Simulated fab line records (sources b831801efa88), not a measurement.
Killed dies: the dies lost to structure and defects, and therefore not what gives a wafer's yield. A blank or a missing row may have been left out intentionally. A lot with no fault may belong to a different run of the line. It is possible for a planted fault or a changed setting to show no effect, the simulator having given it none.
What tool caused it? / flow sfq-line / Sampling: 13 lots, 39 wafers, 4 of 325 route steps

== WHAT THE GAUGES SHOWED, per wafer ==
SFQ_M1_RS_MEAS_909: the measuring method here is four-point-probe. Usual: for M1_NB_RS the level is 0.895 ohm/sq and the standard deviation is 0.0094.
lot=L884; measured=day 18 01:35; on=film-metro-03; M1_NB_RS (ohm/sq)=0.893 0.893 0.896; flag=
lot=L885; measured=day 18 18:07; on=film-metro-01; M1_NB_RS (ohm/sq)=0.891 0.884 0.896; flag=
lot=L886; measured=day 19 03:41; on=film-metro-01; M1_NB_RS (ohm/sq)=0.908 0.917 0.911; flag=
lot=L887; measured=day 19 13:17; on=film-metro-03; M1_NB_RS (ohm/sq)=0.902 0.901 0.906; flag=
lot=L888; measured=day 20 02:55; on=film-metro-03; M1_NB_RS (ohm/sq)=0.882 0.888 0.875; flag=
lot=L889; measured=day 20 12:29; on=film-metro-04; M1_NB_RS (ohm/sq)=0.888 0.895 0.878; flag=
lot=L890; measured=day 20 19:41; on=film-metro-01; M1_NB_RS (ohm/sq)=0.900 0.898 0.904; flag=
lot=L896; measured=day 22 17:10; on=film-metro-03; M1_NB_RS (ohm/sq)=0.899 0.900 1.092; flag=OFF
lot=L901; measured=day 25 18:22; on=film-metro-04; M1_NB_RS (ohm/sq)=0.874 0.877 0.880; flag=
lot=L903; measured=day 26 14:34; on=film-metro-03; M1_NB_RS (ohm/sq)=0.903 0.904 0.897; flag=
lot=L905; measured=day 26 22:56; on=film-metro-03; M1_NB_RS (ohm/sq)=0.903 0.912 0.907; flag=
lot=L906; measured=day 27 06:10; on=film-metro-04; M1_NB_RS (ohm/sq)=0.903 0.893 0.907; flag=
lot=L907; measured=day 27 10:59; on=film-metro-01; M1_NB_RS (ohm/sq)=0.895 0.891 0.899; flag=

SFQ_M4_OVL_MEAS_926. Usual: for M4_OVL the level is -2 nm and the standard deviation is 5.4.
lot=L884; measured=day 43 07:10; on=overlay-02; M4_OVL (nm)=-1 -4 5; flag=
lot=L885; measured=day 44 04:22; on=overlay-01; M4_OVL (nm)=-3 -8 -10; flag=
lot=L886; measured=day 44 05:31; on=overlay-01; M4_OVL (nm)=2 -3 0; flag=
lot=L887; measured=day 44 06:43; on=overlay-01; M4_OVL (nm)=8 -2 -2; flag=
lot=L888; measured=day 44 07:55; on=overlay-01; M4_OVL (nm)=-5 0 -2; flag=
lot=L889; measured=day 44 09:07; on=overlay-01; M4_OVL (nm)=4 7 4; flag=
lot=L890; measured=day 51 15:16; on=overlay-01; M4_OVL (nm)=4 -1 4; flag=
lot=L896; measured=day 52 11:45; on=overlay-02; M4_OVL (nm)=-5 -1 -1; flag=
lot=L901; measured=day 53 12:02; on=overlay-01; M4_OVL (nm)=7 11 6; flag=
lot=L903; measured=day 60 04:04; on=overlay-01; M4_OVL (nm)=5 4 2; flag=
lot=L905; measured=day 60 11:16; on=overlay-01; M4_OVL (nm)=1 -10 -7; flag=
lot=L906; measured=day 60 22:05; on=overlay-01; M4_OVL (nm)=-11 -14 -11; flag=
lot=L907; measured=day 65 18:49; on=overlay-02; M4_OVL (nm)=3 1 4; flag=

== WHAT TOOL EACH LOT RAN ON (gives the tool, then ch and the chambers of the sampled wafers, and finally the start) ==
lot=L884; SFQ_TRILAYER_M1_DEP_SPUTTER_037=pvd-sputter-06, day 18 01:29; SFQ_TRILAYER_M1_ETCH_METAL_ETCH_042=rie-metal-02 ch 0,1, day 24 13:20
lot=L885; SFQ_TRILAYER_M1_DEP_SPUTTER_037=pvd-sputter-03, day 18 17:59; SFQ_TRILAYER_M1_ETCH_METAL_ETCH_042=rie-metal-03 ch 0,1, day 25 15:47
lot=L886; SFQ_TRILAYER_M1_DEP_SPUTTER_037=pvd-sputter-03, day 19 03:35; SFQ_TRILAYER_M1_ETCH_METAL_ETCH_042=rie-metal-03 ch 1, day 25 23:09
lot=L887; SFQ_TRILAYER_M1_DEP_SPUTTER_037=pvd-sputter-05, day 19 13:11; SFQ_TRILAYER_M1_ETCH_METAL_ETCH_042=rie-metal-03 ch 0,1, day 26 06:21
lot=L888; SFQ_TRILAYER_M1_DEP_SPUTTER_037=pvd-sputter-03, day 20 02:47; SFQ_TRILAYER_M1_ETCH_METAL_ETCH_042=rie-metal-03 ch 0,1, day 26 14:47
lot=L889; SFQ_TRILAYER_M1_DEP_SPUTTER_037=pvd-sputter-03, day 20 12:23; SFQ_TRILAYER_M1_ETCH_METAL_ETCH_042=rie-metal-02 ch 0,1, day 26 23:09
lot=L890; SFQ_TRILAYER_M1_DEP_SPUTTER_037=pvd-sputter-05, day 20 19:35; SFQ_TRILAYER_M1_ETCH_METAL_ETCH_042=rie-metal-04 ch 0,1, day 27 02:45
lot=L896; SFQ_TRILAYER_M1_DEP_SPUTTER_037=pvd-sputter-05, day 22 17:05; SFQ_TRILAYER_M1_ETCH_METAL_ETCH_042=rie-metal-02 ch 0,1, day 28 14:41
lot=L901; SFQ_TRILAYER_M1_DEP_SPUTTER_037=pvd-sputter-03, day 25 18:15; SFQ_TRILAYER_M1_ETCH_METAL_ETCH_042=rie-metal-04 ch 0,1, day 30 22:03
lot=L903; SFQ_TRILAYER_M1_DEP_SPUTTER_037=pvd-sputter-05, day 26 14:28; SFQ_TRILAYER_M1_ETCH_METAL_ETCH_042=rie-metal-03 ch 0,1, day 31 17:15
lot=L905; SFQ_TRILAYER_M1_DEP_SPUTTER_037=pvd-sputter-06, day 26 22:51; SFQ_TRILAYER_M1_ETCH_METAL_ETCH_042=rie-metal-03 ch 0,1, day 32 01:39
lot=L906; SFQ_TRILAYER_M1_DEP_SPUTTER_037=pvd-sputter-05, day 27 06:03; SFQ_TRILAYER_M1_ETCH_METAL_ETCH_042=rie-metal-04 ch 0,1, day 32 08:51
lot=L907; SFQ_TRILAYER_M1_DEP_SPUTTER_037=pvd-sputter-06, day 27 10:51; SFQ_TRILAYER_M1_ETCH_METAL_ETCH_042=rie-metal-03 ch 0,1, day 32 14:53
- SFQ_TRILAYER_M1_DEP_SPUTTER_037: material Nb, target thk 200 nm, time 133.3 s.
- SFQ_TRILAYER_M1_ETCH_METAL_ETCH_042: etches Nb in Cl2/Ar, stops on SiO2, target depth 240 nm, time 120 s.

== WHAT THE TOOLS THEMSELVES READ (means of the sampled wafers that have a number; where no wafer has one, the mark that the record gives instead) ==
SFQ_TRILAYER_M1_DEP_SPUTTER_037. Usual: 29.9 % for throttle-valve-pct, sd 0.8.
lot=L884; tool=pvd-sputter-06; throttle-valve-pct (%)=29.5; flag=
lot=L885; tool=pvd-sputter-03; throttle-valve-pct (%)=29.4; flag=
lot=L886; tool=pvd-sputter-03; throttle-valve-pct (%)=29.2; flag=
lot=L887; tool=pvd-sputter-05; throttle-valve-pct (%)=30.3; flag=
lot=L888; tool=pvd-sputter-03; throttle-valve-pct (%)=30.8; flag=
lot=L889; tool=pvd-sputter-03; throttle-valve-pct (%)=30.1; flag=
lot=L890; tool=pvd-sputter-05; throttle-valve-pct (%)=30.3; flag=
lot=L896; tool=pvd-sputter-05; throttle-valve-pct (%)=29.7; flag=
lot=L901; tool=pvd-sputter-03; throttle-valve-pct (%)=29.4; flag=
lot=L903; tool=pvd-sputter-05; throttle-valve-pct (%)=30.5; flag=
lot=L905; tool=pvd-sputter-06; throttle-valve-pct (%)=29.5; flag=
lot=L906; tool=pvd-sputter-05; throttle-valve-pct (%)=30.8; flag=
lot=L907; tool=pvd-sputter-06; throttle-valve-pct (%)=29.5; flag=

SFQ_TRILAYER_M1_ETCH_METAL_ETCH_042. Usual: drypump-motor-current-A 5.8 A, standard deviation 0.38; oes-product-au 0.891 a.u., standard deviation 0.0072.
lot=L884; tool=rie-metal-02; drypump-motor-current-A (A)=6.2; oes-product-au (a.u.)=0.889; flag=
lot=L885; tool=rie-metal-03; drypump-motor-current-A (A)=5.7; oes-product-au (a.u.)=0.895; flag=
lot=L886; tool=rie-metal-03; drypump-motor-current-A (A)=6.1; oes-product-au (a.u.)=0.881; flag=
lot=L887; tool=rie-metal-03; drypump-motor-current-A (A)=5.9; oes-product-au (a.u.)=0.887; flag=
lot=L888; tool=rie-metal-03; drypump-motor-current-A (A)=6.0; oes-product-au (a.u.)=0.896; flag=
lot=L889; tool=rie-metal-02; drypump-motor-current-A (A)=6.2; oes-product-au (a.u.)=0.898; flag=
lot=L890; tool=rie-metal-04; drypump-motor-current-A (A)=5.7; oes-product-au (a.u.)=0.892; flag=
lot=L896; tool=rie-metal-02; drypump-motor-current-A (A)=6.2; oes-product-au (a.u.)=0.861; flag=OFF
lot=L901; tool=rie-metal-04; drypump-motor-current-A (A)=5.7; oes-product-au (a.u.)=0.904; flag=
lot=L903; tool=rie-metal-03; drypump-motor-current-A (A)=5.8; oes-product-au (a.u.)=0.889; flag=
lot=L905; tool=rie-metal-03; drypump-motor-current-A (A)=5.9; oes-product-au (a.u.)=0.885; flag=
lot=L906; tool=rie-metal-04; drypump-motor-current-A (A)=5.7; oes-product-au (a.u.)=0.889; flag=
lot=L907; tool=rie-metal-03; drypump-motor-current-A (A)=5.9; oes-product-au (a.u.)=0.890; flag=

== THE ANSWER, worked out from the rows above alone ==
Rule: a lot counts as off when the mean over its wafers that have a number is more than 3 standard deviations away from the usual mean. A lot without any number at a reading at which 4 lots or more have one is off too. Where the step has rows for the other lots, those lots are counted as sound. After the gauges, taken in route order, come the tools' own readings; for these a lot's mean is taken, as printed above. At the first step where some lot is off, the reading lying furthest off is the one used; lots without a number count as furthest.
Off: L896, at SFQ_M1_RS_MEAS_909 (M1_NB_RS).
A tool fits if, at a process step before that reading, it ran every lot that is off, and no sound lot after the first of them. Not tried: the gauges at SFQ_M1_RS_MEAS_909; whatever is off there is also off at SFQ_TRILAYER_M1_ETCH_METAL_ETCH_042, on other tools, and gauge error can't account for it. None of those tried fits.

== WHAT THE SIMULATOR PUT IN ==
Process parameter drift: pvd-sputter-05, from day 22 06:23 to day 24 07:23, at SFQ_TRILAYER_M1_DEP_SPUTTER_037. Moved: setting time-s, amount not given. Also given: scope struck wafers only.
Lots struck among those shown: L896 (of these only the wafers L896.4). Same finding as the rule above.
